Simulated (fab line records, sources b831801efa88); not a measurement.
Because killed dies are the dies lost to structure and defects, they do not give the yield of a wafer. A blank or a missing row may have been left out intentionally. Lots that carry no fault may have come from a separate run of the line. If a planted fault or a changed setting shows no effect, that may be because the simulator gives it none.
fab line records	flow gf180mcu
record lots=24	wafers=72	lastDay=34
route steps=602 shown STI@23 PSD@261 M3@410 V3@455
lots untouched by any fault: they come from a run of this same line in which no faults occurred
startH: the number of hours between the record's first day and the start of the first shown wafer of the lot	waitH: hours from the lot's prior step to this one	" unchanged from the row above	L1.1+2: a single row standing in for several wafers	- no value present, or no start provided	* or withheld: withheld	< > ~ a bound
route shown NAME@n: NAME is a module with steps in the file, n the number in the route of the first one	usual: mean/standard deviation taken from wafers without a fault	same: alike in all rows	chamber/n: place in a boat	sites: readings site by site	_std_site: their standard deviation	_edge_site: outer sites' mean less inner sites'	radiusMm: for every site, how far away it sits from the centre of the wafer	mask NAME#n: copy n	behind: the tool/chamber that last shaped the wafer	hold: why the lot was held/for how many hours/how that ended	device: whichever transistor did not switch (one of n, p or np)	end of line: tests of these same wafers at the route's end	for a step that has no rows: nothing shown but its recipe	killed: dies that structure and defects cost at the first sort, which is not the same as the wafer's yield	map: the dies of a wafer, with x for killed, . for not killed, _ for no die there
set.NAME: the setting the step ran with; set.NAME@STEP: the setting that earlier step ran with	model.NAME: the simulator's own value behind a step, which no gauge read
one table for each step of the route and one row for each wafer, over a sample of lots
services: when a tool's chamber went out of use (startH, in hours from the record's first day, below 0 if earlier), for how many hours, and the reason
## steps
# step GF_STI_THK_MEAS_22
# recipe reads=SiO2_of_STI_OXIDATION_21
# usual STI_OXIDATION_01_THK=15.03/0.29
lot.wafer	tool	chamber	startH	waitH	STI_OXIDATION_01_THK[nm]
L074.3	filmMetro-02	-	27.06	0.0	15.54
L074.4	"	-	"	"	15.40
L074.5	"	-	"	"	15.46
L075.2	filmMetro-04	-	31.57	0.0	15.00
L075.4	"	-	"	"	14.88
L075.6	"	-	"	"	14.69
L076.1	filmMetro-02	-	39.98	0.0	14.73
L076.2	"	-	"	"	14.85
L076.4	"	-	"	"	15.23
L077.1	filmMetro-02	-	43.75	0.0	14.65
L077.3	"	-	"	"	14.74
L077.5	"	-	"	"	14.44
L078.2	filmMetro-04	-	48.25	0.0	14.55
L078.3	"	-	"	"	14.51
L078.5	"	-	"	"	14.51
L079.1	filmMetro-03	-	54.78	0.0	15.04
L079.4	"	-	"	"	15.32
L079.6	"	-	"	"	15.32
L080.1	filmMetro-03	-	59.01	0.0	15.02
L080.2	"	-	"	"	15.05
L080.4	"	-	"	"	14.75
L081.2	filmMetro-03	-	64.22	0.0	15.20
L081.3	"	-	"	"	15.35
L081.4	"	-	"	"	14.93
L082.1	filmMetro-04	-	67.76	0.0	14.99
L082.4	"	-	"	"	15.27
L082.6	"	-	"	"	15.09
L083.3	filmMetro-03	-	73.45	0.0	15.57
L083.4	"	-	"	"	15.55
L083.6	"	-	"	"	15.18
L084.1	filmMetro-03	-	79.49	0.0	15.45
L084.5	"	-	"	"	15.51
L084.6	"	-	"	"	15.53
L085.1	filmMetro-03	-	83.81	0.0	15.39
L085.2	"	-	"	"	15.15
L085.4	"	-	"	"	15.37
L086.2	filmMetro-02	-	89.04	0.0	14.70
L086.3	"	-	"	"	14.51
L086.4	"	-	"	"	14.71
L087.1	filmMetro-03	-	97.00	0.0	14.83
L087.2	"	-	"	"	14.63
L087.5	"	-	"	"	14.60
L088.1	filmMetro-04	-	100.26	0.0	15.10
L088.2	"	-	"	"	14.66
L088.5	"	-	"	"	14.82
L089.3	filmMetro-04	-	104.46	0.0	15.24
L089.4	"	-	"	"	15.23
L089.6	"	-	"	"	15.52
L090.4	filmMetro-02	-	109.94	0.0	15.03
L090.5	"	-	"	"	15.36
L090.6	"	-	"	"	15.00
L091.2	filmMetro-03	-	115.35	0.0	14.83
L091.4	"	-	"	"	14.68
L091.5	"	-	"	"	14.83
L092.3	filmMetro-02	-	120.54	0.0	14.88
L092.4	"	-	"	"	14.79
L092.5	"	-	"	"	15.16
L093.3	filmMetro-03	-	125.84	0.0	14.75
L093.5	"	-	"	"	14.80
L093.6	"	-	"	"	14.77
L094.2	filmMetro-03	-	131.15	0.0	15.02
L094.3	"	-	"	"	14.76
L094.5	"	-	"	"	15.15
L095.1	filmMetro-03	-	136.19	0.0	15.14
L095.2	"	-	"	"	15.06
L095.3	"	-	"	"	15.24
L096.2	filmMetro-02	-	140.70	0.0	15.08
L096.5	"	-	"	"	15.09
L096.6	"	-	"	"	15.19
L097.2	filmMetro-02	-	145.75	0.0	15.29
L097.4	"	-	"	"	15.11
L097.6	"	-	"	"	15.05
# step GF_PSD_RTA_13
# recipe tempC=1025	timeS=20	ambient=N2
# usual annealTempCMax=1032.1/2.2	lampPowerPct=33.2/2.3	wafer_temp_C_max=1029.6/1.8
# same timeS=20
lot.wafer	tool	chamber	startH	waitH	annealTempCMax	lampPowerPct	wafer_temp_C_max
L074.3	rtpAnneal-02	0	320.08	0.1	1031.1	31.5	1031.6
L074.4	"	0	"	"	1032.8	31.6	1028.7
L074.5	"	0	"	"	1033.8	31.5	1029.3
L075.2	rtpAnneal-02	0	334.07	0.0	1031.8	31.6	1029.5
L075.4	"	0	"	"	1030.7	31.6	1029.6
L075.6	"	0	"	"	1031.6	31.5	1031.4
L077.1	rtpAnneal-02	0	348.70	0.0	1032.7	31.5	1032.7
L077.3	"	0	"	"	1034.5	31.5	1031.6
L077.5	"	0	"	"	1032.5	31.5	1028.5
L076.1	rtpAnneal-02	0	349.31	0.0	1034.6	31.6	1029.4
L076.2	"	0	"	"	1031.5	31.6	1030.7
L076.4	"	0	"	"	1032.8	31.5	1029.0
L078.2	rtpAnneal-02	0	357.46	0.0	1035.2	31.6	1030.9
L078.3	"	0	"	"	1033.9	31.5	1029.7
L078.5	"	0	"	"	1034.6	31.6	1031.4
L079.1	rtpAnneal-02	0	370.07	0.0	1033.3	31.6	1032.4
L079.4	"	0	"	"	1031.9	31.6	1031.7
L079.6	"	0	"	"	1034.1	31.6	1029.5
L080.1	rtpAnneal-01	0	371.32	0.0	1029.5	36.4	1027.4
L080.2	"	0	"	"	1030.0	36.4	1027.2
L080.4	"	0	"	"	1028.9	36.4	1027.8
L081.2	rtpAnneal-02	0	384.37	0.0	1033.5	31.6	1031.1
L081.3	"	0	"	"	1034.5	31.6	1030.0
L081.4	"	0	"	"	1031.5	31.6	1029.8
L082.1	rtpAnneal-01	0	401.12	0.0	1029.2	36.4	1027.6
L082.4	"	0	"	"	1028.9	36.5	1028.0
L082.6	"	0	"	"	1029.2	36.4	1027.7
L084.1	rtpAnneal-02	0	402.05	0.0	1034.8	31.5	1031.4
L084.5	"	0	"	"	1032.5	31.5	1032.0
L084.6	"	0	"	"	1033.1	31.5	1028.8
L083.3	rtpAnneal-01	0	402.20	0.0	1030.5	36.4	1027.7
L083.4	"	0	"	"	1029.6	36.4	1026.7
L083.6	"	0	"	"	1030.5	36.4	1026.6
L085.1	rtpAnneal-02	0	417.31	0.0	1033.9	31.5	1031.1
L085.2	"	0	"	"	1031.9	31.5	1030.2
L085.4	"	0	"	"	1034.8	31.5	1032.9
L086.2	rtpAnneal-02	0	419.33	0.0	1037.6	31.5	1031.7
L086.3	"	0	"	"	1031.7	31.5	1031.1
L086.4	"	0	"	"	1033.4	31.6	1030.9
L087.1	rtpAnneal-01	0	439.97	0.0	1029.6	36.4	1028.2
L087.2	"	0	"	"	1029.5	36.5	1027.2
L087.5	"	0	"	"	1030.3	36.4	1028.7
L088.1	rtpAnneal-02	0	440.81	0.0	1034.2	31.5	1030.8
L088.2	"	0	"	"	1033.4	31.5	1030.4
L088.5	"	0	"	"	1033.6	31.6	1030.4
L089.3	rtpAnneal-02	0	454.09	0.0	1033.7	31.6	1029.8
L089.4	"	0	"	"	1034.1	31.6	1030.2
L089.6	"	0	"	"	1032.1	31.5	1030.5
L090.4	rtpAnneal-01	0	454.65	0.0	1029.7	36.4	1026.3
L090.5	"	0	"	"	1029.5	36.5	1027.7
L090.6	"	0	"	"	1030.2	36.4	1026.7
L091.2	rtpAnneal-01	0	460.46	0.0	1029.3	36.5	1027.1
L091.4	"	0	"	"	1030.0	36.4	1026.9
L091.5	"	0	"	"	1030.2	36.5	1027.7
L092.3	rtpAnneal-01	0	468.64	0.0	1028.9	36.5	1027.3
L092.4	"	0	"	"	1031.1	36.4	1027.4
L092.5	"	0	"	"	1029.3	36.4	1026.9
L094.2	rtpAnneal-02	0	480.13	0.0	1032.0	31.6	1029.0
L094.3	"	0	"	"	1035.6	31.5	1031.1
L094.5	"	0	"	"	1032.9	31.6	1030.6
L093.3	rtpAnneal-02	0	483.38	0.0	1032.7	31.5	1030.7
L093.5	"	0	"	"	1033.1	31.6	1029.5
L093.6	"	0	"	"	1032.2	31.5	1030.7
L095.1	rtpAnneal-02	0	488.57	0.0	1038.0	31.5	1031.2
L095.2	"	0	"	"	1033.7	31.6	1030.7
L095.3	"	0	"	"	1035.3	31.5	1030.2
L096.2	rtpAnneal-02	0	499.12	0.0	1032.7	31.5	1030.1
L096.5	"	0	"	"	1033.8	31.5	1031.4
L096.6	"	0	"	"	1032.1	31.5	1030.8
L097.2	rtpAnneal-01	0	499.56	0.0	1028.9	36.4	1027.5
L097.4	"	0	"	"	1030.4	36.4	1027.7
L097.6	"	0	"	"	1030.5	36.5	1027.4
# step GF_M3_SPUTTER_01
# recipe material=TiN	targetThkNm=30	powerW=6500	timeS=25	chamberPressurePa=0.4
# usual throttleValvePct=29.8/1.4
# same timeS=25
lot.wafer	tool	chamber	startH	waitH	throttleValvePct
L074.3	pvdSputter-01	-	465.55	0.1	31.3
L074.4	"	-	"	"	27.5
L074.5	"	-	"	"	29.6
L075.2	pvdSputter-01	-	482.51	0.1	27.3
L075.4	"	-	"	"	29.9
L075.6	"	-	"	"	31.5
L077.1	pvdSputter-04	-	499.15	0.1	31.9
L077.3	"	-	"	"	27.6
L077.5	"	-	"	"	27.7
L076.1	pvdSputter-02	-	499.45	0.1	30.3
L076.2	"	-	"	"	29.5
L076.4	"	-	"	"	29.2
L078.2	pvdSputter-02	-	508.08	0.1	30.0
L078.3	"	-	"	"	30.3
L078.5	"	-	"	"	29.3
L079.1	pvdSputter-04	-	521.46	0.1	28.0
L079.4	"	-	"	"	30.1
L079.6	"	-	"	"	28.0
L080.1	pvdSputter-02	-	522.21	0.1	29.8
L080.2	"	-	"	"	30.4
L080.4	"	-	"	"	29.2
L081.2	pvdSputter-04	-	534.93	0.1	28.8
L081.3	"	-	"	"	31.6
L081.4	"	-	"	"	30.2
L082.1	pvdSputter-04	-	550.90	0.1	28.7
L082.4	"	-	"	"	27.7
L082.6	"	-	"	"	27.8
L084.1	pvdSputter-02	-	552.25	0.1	29.3
L084.5	"	-	"	"	30.7
L084.6	"	-	"	"	30.5
L083.3	pvdSputter-04	-	552.90	0.1	28.7
L083.4	"	-	"	"	30.5
L083.6	"	-	"	"	31.8
L085.1	pvdSputter-01	-	565.36	0.1	27.6
L085.2	"	-	"	"	30.2
L085.4	"	-	"	"	30.2
L086.2	pvdSputter-04	-	567.44	0.1	29.0
L086.3	"	-	"	"	27.7
L086.4	"	-	"	"	30.3
L087.1	pvdSputter-04	-	586.69	0.1	32.0
L087.2	"	-	"	"	28.0
L087.5	"	-	"	"	28.8
L088.1	pvdSputter-02	-	588.16	0.1	29.8
L088.2	"	-	"	"	29.0
L088.5	"	-	"	"	30.5
L089.3	pvdSputter-01	-	599.55	0.1	30.2
L089.4	"	-	"	"	27.6
L089.6	"	-	"	"	27.3
L090.4	pvdSputter-01	-	600.50	0.1	30.1
L090.5	"	-	"	"	31.5
L090.6	"	-	"	"	30.0
L091.2	pvdSputter-04	-	604.26	0.1	30.2
L091.4	"	-	"	"	31.7
L091.5	"	-	"	"	28.9
L092.3	pvdSputter-04	-	611.22	0.1	30.5
L092.4	"	-	"	"	31.7
L092.5	"	-	"	"	30.4
L094.2	pvdSputter-02	-	621.53	0.1	30.9
L094.3	"	-	"	"	30.7
L094.5	"	-	"	"	30.3
L093.3	pvdSputter-01	-	625.26	0.1	27.1
L093.5	"	-	"	"	31.5
L093.6	"	-	"	"	27.4
L095.1	pvdSputter-02	-	627.82	0.1	29.8
L095.2	"	-	"	"	30.5
L095.3	"	-	"	"	30.6
L096.2	pvdSputter-04	-	637.31	0.1	27.6
L096.5	"	-	"	"	31.6
L096.6	"	-	"	"	30.4
L097.2	pvdSputter-01	-	638.76	0.1	27.7
L097.4	"	-	"	"	31.4
L097.6	"	-	"	"	27.3
# step GF_M3_CD_MEAS_14
# recipe targetCdNm=280
# usual cdNm=280.2/1
lot.wafer	tool	chamber	startH	waitH	cdNm
L074.3	cdSem-02	-	489.07	0.1	280.5
L074.4	"	-	"	"	280.1
L074.5	"	-	"	"	279.2
L075.2	cdSem-01	-	506.85	0.1	280.9
L075.4	"	-	"	"	281.2
L075.6	"	-	"	"	280.2
L077.1	cdSem-02	-	522.14	0.1	280.3
L077.3	"	-	"	"	280.2
L077.5	"	-	"	"	280.4
L076.1	cdSem-02	-	522.79	0.1	280.9
L076.2	"	-	"	"	281.4
L076.4	"	-	"	"	281.2
L078.2	cdSem-01	-	531.55	0.1	280.7
L078.3	"	-	"	"	279.4
L078.5	"	-	"	"	280.3
L079.1	cdSem-01	-	544.04	0.1	278.8
L079.4	"	-	"	"	278.8
L079.6	"	-	"	"	279.2
L080.1	cdSem-02	-	545.03	0.1	280.3
L080.2	"	-	"	"	281.4
L080.4	"	-	"	"	281.0
L081.2	cdSem-02	-	557.95	0.1	279.7
L081.3	"	-	"	"	280.7
L081.4	"	-	"	"	280.1
L082.1	cdSem-01	-	572.98	0.1	280.1
L082.4	"	-	"	"	279.7
L082.6	"	-	"	"	279.1
L084.1	cdSem-02	-	574.34	0.1	280.2
L084.5	"	-	"	"	280.8
L084.6	"	-	"	"	279.5
L083.3	cdSem-01	-	574.73	0.1	279.0
L083.4	"	-	"	"	278.3
L083.6	"	-	"	"	278.2
L085.1	cdSem-02	-	586.48	0.1	280.5
L085.2	"	-	"	"	281.1
L085.4	"	-	"	"	280.4
L086.2	cdSem-01	-	588.80	0.1	279.3
L086.3	"	-	"	"	279.5
L086.4	"	-	"	"	279.2
L087.1	cdSem-02	-	607.33	0.1	280.2
L087.2	"	-	"	"	280.8
L087.5	"	-	"	"	282.1
L088.1	cdSem-01	-	608.29	0.1	280.5
L088.2	"	-	"	"	279.8
L088.5	"	-	"	"	278.4
L089.3	cdSem-02	-	619.57	0.1	280.1
L089.4	"	-	"	"	280.4
L089.6	"	-	"	"	280.8
L090.4	cdSem-01	-	621.74	0.1	279.7
L090.5	"	-	"	"	278.7
L090.6	"	-	"	"	279.2
L091.2	cdSem-01	-	624.65	0.1	277.0
L091.4	"	-	"	"	279.5
L091.5	"	-	"	"	277.7
L092.3	cdSem-01	-	631.62	0.1	280.7
L092.4	"	-	"	"	279.9
L092.5	"	-	"	"	279.7
L094.2	cdSem-02	-	641.05	0.1	280.6
L094.3	"	-	"	"	280.6
L094.5	"	-	"	"	279.9
L093.3	cdSem-01	-	646.02	0.1	281.8
L093.5	"	-	"	"	281.2
L093.6	"	-	"	"	281.8
L095.1	cdSem-01	-	648.05	0.1	281.3
L095.2	"	-	"	"	280.7
L095.3	"	-	"	"	282.0
L096.2	cdSem-01	-	656.90	0.1	281.7
L096.5	"	-	"	"	281.0
L096.6	"	-	"	"	279.2
L097.2	cdSem-01	-	658.15	0.1	279.9
L097.4	"	-	"	"	280.4
L097.6	"	-	"	"	279.7
# step GF_M3_STRIP_17
# recipe chemistry=O2/N2	powerW=1400	pressureMtorr=1500	platenTempC=250	o2FlowSccm=3000	n2FlowSccm=300	overashFraction=0.5
# usual drypumpMotorCurrentA=5.9/0.43	heaterPowerW=308/15	oesProductAu=0.537/0.0048	stripTimeToEndpointS=7.38/0.042
lot.wafer	tool	chamber	startH	waitH	drypumpMotorCurrentA	heaterPowerW	oesProductAu	rfHoursCounterH	stripTimeToEndpointS
L074.3	plasmaAsher-03	1	489.35	0.1	6.5	311	0.533	-	7.33
L074.4	"	0	"	"	5.7	305	0.539	-	7.37
L074.5	"	0	"	"	5.7	314	0.531	-	7.32
L075.2	plasmaAsher-03	0	507.12	0.1	5.7	310	0.525	90	7.26
L075.4	"	0	"	"	5.7	313	0.542	-	7.32
L075.6	"	1	"	"	6.5	313	0.531	-	7.34
L077.1	plasmaAsher-01	1	522.43	0.1	5.3	316	0.546	79	7.45
L077.3	"	1	"	"	5.4	319	0.530	-	7.38
L077.5	"	1	"	"	5.3	312	0.528	-	7.40
L076.1	plasmaAsher-01	1	523.08	0.1	5.3	307	0.530	79	7.34
L076.2	"	0	"	"	5.6	296	0.537	79	7.40
L076.4	"	0	"	"	5.5	302	0.540	-	7.29
L078.2	plasmaAsher-04	1	531.82	0.1	5.7	324	0.538	42	7.34
L078.3	"	1	"	"	5.7	314	0.534	-	7.34
L078.5	"	1	"	"	5.7	322	0.537	-	7.40
L079.1	plasmaAsher-04	0	544.33	0.1	6.5	270	0.543	44	7.37
L079.4	"	0	"	"	6.4	277	0.540	-	7.31
L079.6	"	1	"	"	5.7	321	0.541	-	7.46
L080.1	plasmaAsher-03	0	545.31	0.1	5.7	311	0.533	94	7.33
L080.2	"	1	"	"	6.5	312	0.535	94	7.36
L080.4	"	1	"	"	6.4	311	0.538	-	7.27
L081.2	plasmaAsher-03	0	558.22	0.1	5.7	312	0.547	95	7.36
L081.3	"	1	"	"	6.4	317	0.545	-	7.41
L081.4	"	0	"	"	5.7	320	0.541	-	7.35
L082.1	plasmaAsher-04	0	573.26	0.1	6.4	272	0.538	48	7.47
L082.4	"	0	"	"	6.4	277	0.534	-	7.37
L082.6	"	0	"	"	6.4	274	0.539	-	7.37
L084.1	plasmaAsher-01	1	574.62	0.1	5.4	315	0.531	85	7.31
L084.5	"	0	"	"	5.5	294	0.534	-	7.34
L084.6	"	1	"	"	5.3	320	0.540	-	7.40
L083.3	plasmaAsher-04	1	575.01	0.1	5.7	317	0.545	-	7.42
L083.4	"	0	"	"	6.4	276	0.531	-	7.37
L083.6	"	0	"	"	6.5	270	0.539	-	7.42
L085.1	plasmaAsher-01	0	586.77	0.1	5.5	303	0.533	86	7.42
L085.2	"	1	"	"	5.3	305	0.540	86	7.39
L085.4	"	0	"	"	5.5	299	0.536	-	7.36
L086.2	plasmaAsher-03	1	589.07	0.1	6.5	316	0.532	98	7.36
L086.3	"	0	"	"	5.7	308	0.542	-	7.35
L086.4	"	1	"	"	6.5	318	0.540	-	7.37
L087.1	plasmaAsher-03	0	607.61	0.1	5.7	317	0.541	101	7.43
L087.2	"	1	"	"	6.5	327	0.536	101	7.41
L087.5	"	1	"	"	6.5	309	0.546	-	7.42
L088.1	plasmaAsher-01	1	608.70	0.2	5.4	311	0.535	89	7.34
L088.2	"	0	"	"	5.5	301	0.533	89	7.37
L088.5	"	1	"	"	5.4	314	0.533	-	7.34
L089.3	plasmaAsher-01	1	619.98	0.2	5.3	318	0.542	-	7.43
L089.4	"	0	"	"	5.6	306	0.543	-	7.42
L089.6	"	0	"	"	5.6	300	0.542	-	7.39
L090.4	plasmaAsher-04	0	622.00	0.1	6.4	276	0.538	-	7.35
L090.5	"	0	"	"	6.5	277	0.537	-	7.38
L090.6	"	1	"	"	5.7	322	0.535	-	7.36
L091.2	plasmaAsher-03	0	624.92	0.1	5.7	319	0.534	103	7.33
L091.4	"	1	"	"	6.5	330	0.538	-	7.33
L091.5	"	1	"	"	6.5	321	0.538	-	7.35
L092.3	plasmaAsher-01	1	631.90	0.1	5.4	314	0.538	-	7.35
L092.4	"	0	"	"	5.5	304	0.532	-	7.38
L092.5	"	1	"	"	5.4	315	0.531	-	7.37
L094.2	plasmaAsher-01	1	641.31	0.1	5.3	306	0.530	93	7.38
L094.3	"	0	"	"	5.5	297	0.541	-	7.38
L094.5	"	1	"	"	5.3	304	0.545	-	7.35
L093.3	plasmaAsher-03	0	646.30	0.1	5.7	311	0.542	-	7.45
L093.5	"	1	"	"	6.4	308	0.539	-	7.37
L093.6	"	0	"	"	5.7	319	0.543	-	7.43
L095.1	plasmaAsher-04	1	648.33	0.1	5.7	321	0.537	54	7.45
L095.2	"	0	"	"	6.4	267	0.539	54	7.32
L095.3	"	1	"	"	5.7	319	0.541	-	7.40
L096.2	plasmaAsher-03	0	657.16	0.1	5.7	314	0.536	106	7.37
L096.5	"	1	"	"	6.5	317	0.532	-	7.34
L096.6	"	0	"	"	5.7	322	0.533	-	7.42
L097.2	plasmaAsher-03	0	658.54	0.2	5.7	310	0.544	106	7.37
L097.4	"	0	"	"	5.7	314	0.535	-	7.39
L097.6	"	1	"	"	6.5	319	0.546	-	7.40
# step GF_V3_CMP_26
# recipe stopOn=SiO2	downForcePsi=3.5	platenRpm=60	tOverpolishS=15	targetThkNm=0	padVelocityMS=0.94248
# usual motorCurrentA=11.1/1.1	overpolishRunS=14.999/0.0089	platenRpm=60.00/0.034	timeToEndpointS=86/3.4
lot.wafer	tool	chamber	startH	waitH	motorCurrentA	overpolishRunS	platenRpm	timeToEndpointS
L074.3	cmp-02	2	514.89	0.1	12.5	15.002	60.01	85
L074.4	"	3	"	"	12.1	14.998	59.96	84
L074.5	"	1	"	"	11.0	14.996	60.04	82
L075.2	cmp-02	1	533.33	0.5	11.0	15.001	60.00	82
L075.4	"	2	"	"	12.5	14.983	60.01	83
L075.6	"	1	"	"	11.0	14.978	59.98	81
L077.3	cmp-01	1	546.98	0.1	10.2	14.992	59.96	90
L077.1	"	3	"	"	11.4	14.986	60.06	92
L077.5	"	0	"	"	10.0	15.007	60.03	89
L076.2	cmp-01	3	548.41	0.0	11.6	14.992	59.96	92
L076.4	"	0	"	"	9.7	15.001	60.00	89
L076.1	"	1	"	"	10.2	14.995	59.99	90
L078.2	cmp-01	0	556.59	0.1	9.4	15.005	60.04	88
L078.3	"	1	"	"	11.3	14.995	59.96	89
L078.5	"	0	"	"	9.7	15.003	60.04	83
L079.4	cmp-02	2	568.32	0.1	12.2	15.007	59.98	90
L079.1	"	3	"	"	12.3	15.004	59.96	84
L079.6	"	1	"	"	10.8	14.997	60.02	83
L080.2	cmp-02	0	569.32	0.0	11.0	15.007	59.98	87
L080.4	"	1	"	"	11.1	15.003	59.99	86
L080.1	"	3	"	"	12.4	14.988	60.00	84
L081.2	cmp-01	2	582.91	0.0	9.8	14.997	59.98	82
L081.3	"	0	"	"	9.9	15.003	60.01	84
L081.4	"	1	"	"	10.6	15.015	59.92	89
L082.4	cmp-01	1	597.80	0.1	11.0	14.996	60.00	89
L082.1	"	2	"	"	9.3	15.003	59.97	78
L082.6	"	1	"	"	10.7	15.001	59.99	86
L084.1	cmp-02	1	597.85	0.1	10.9	15.000	60.00	87
L084.6	"	1	"	"	10.8	15.001	59.97	84
L084.5	"	2	"	"	12.7	15.006	60.01	93
L083.3	cmp-02	1	599.65	0.0	11.0	14.992	59.97	90
L083.4	"	0	"	"	10.8	14.996	59.99	92
L083.6	"	2	"	"	12.4	15.002	59.97	91
L085.4	cmp-01	0	609.39	0.0	9.6	15.000	60.00	83
L085.2	"	2	"	"	9.2	14.987	59.99	81
L085.1	"	3	"	"	12.0	14.998	60.03	84
L086.3	cmp-02	3	611.80	0.0	12.4	14.968	60.00	83
L086.4	"	0	"	"	10.3	14.998	59.98	88
L086.2	"	2	"	"	12.6	14.999	59.99	86
L087.2	cmp-01	0	630.12	0.1	9.6	14.990	60.02	87
L087.1	"	1	"	"	11.0	15.002	59.95	96
L087.5	"	3	"	"	11.5	14.994	59.96	92
L088.2	cmp-02	2	631.45	0.0	12.5	14.996	60.05	86
L088.1	"	3	"	"	12.1	14.984	60.01	88
L088.5	"	3	"	"	13.0	15.006	59.99	82
L089.3	cmp-02	1	641.89	0.0	11.4	15.019	60.01	83
L089.4	"	0	"	"	10.4	14.989	60.00	87
L089.6	"	2	"	"	12.3	14.993	59.98	85
L090.4	cmp-01	3	644.49	0.1	12.2	15.000	60.02	91
L090.5	"	1	"	"	10.9	15.014	60.03	87
L090.6	"	2	"	"	9.6	15.025	60.00	84
L091.2	cmp-02	3	647.60	0.1	12.8	15.004	59.98	80
L091.4	"	0	"	"	10.4	14.985	60.03	83
L091.5	"	2	"	"	12.4	14.989	60.05	83
L092.3	cmp-01	2	653.60	0.0	9.3	14.985	60.10	86
L092.4	"	1	"	"	10.6	14.996	59.96	93
L092.5	"	3	"	"	11.3	15.001	60.00	88
L094.3	cmp-01	2	662.84	0.1	9.0	15.000	59.96	80
L094.2	"	3	"	"	11.6	15.008	59.99	80
L094.5	"	1	"	"	10.6	14.998	59.98	91
L093.3	cmp-02	0	667.81	0.1	10.2	15.015	60.04	87
L093.6	"	2	"	"	12.6	14.997	59.99	85
L093.5	"	3	"	"	12.1	14.996	60.00	83
L095.1	cmp-02	1	670.64	0.1	10.7	15.001	60.01	79
L095.3	"	2	"	"	12.6	14.997	60.00	81
L095.2	"	3	"	"	13.0	15.000	60.03	77
L096.2	cmp-01	1	678.75	0.1	11.0	14.992	59.93	89
L096.5	"	3	"	"	11.5	15.006	59.99	88
L096.6	"	0	"	"	10.4	14.988	59.97	85
L097.2	cmp-02	0	680.21	0.1	10.7	14.994	59.92	91
L097.4	"	1	"	"	11.4	14.982	59.99	85
L097.6	"	2	"	"	12.8	15.005	60.00	88
## services
tool	chamber	startH	hours	kind
cmp-01	-	297.09	0.3	repair
cmp-02	-	298.84	1.8	repair
rtpAnneal-02	-	308.67	3.4	pm
cmp-01	-	314.90	0.3	repair
cmp-01	-	329.12	0.6	repair
cmp-02	-	340.37	2.0	repair
cmp-02	-	346.85	0.2	repair
cmp-02	-	384.17	0.2	repair
cmp-02	-	404.25	4.0	pm
cmp-02	-	428.88	0.3	repair
cmp-01	-	431.62	1.0	repair
cmp-01	-	448.92	0.7	repair
cmp-01	-	451.94	0.4	repair
cmp-01	-	462.48	7.2	pm
cmp-02	-	492.15	1.1	repair
cmp-01	-	498.77	2.7	repair
cmp-02	-	520.85	1.4	repair
cmp-02	-	522.21	6.6	pm
cmp-01	-	531.33	4.9	pm
cmp-01	-	572.30	4.0	pm
cmp-01	-	576.29	0.9	repair
cmp-02	-	606.41	1.4	repair
cmp-01	-	639.19	0.8	repair
cmp-02	-	674.58	2.5	repair
## key
fault none
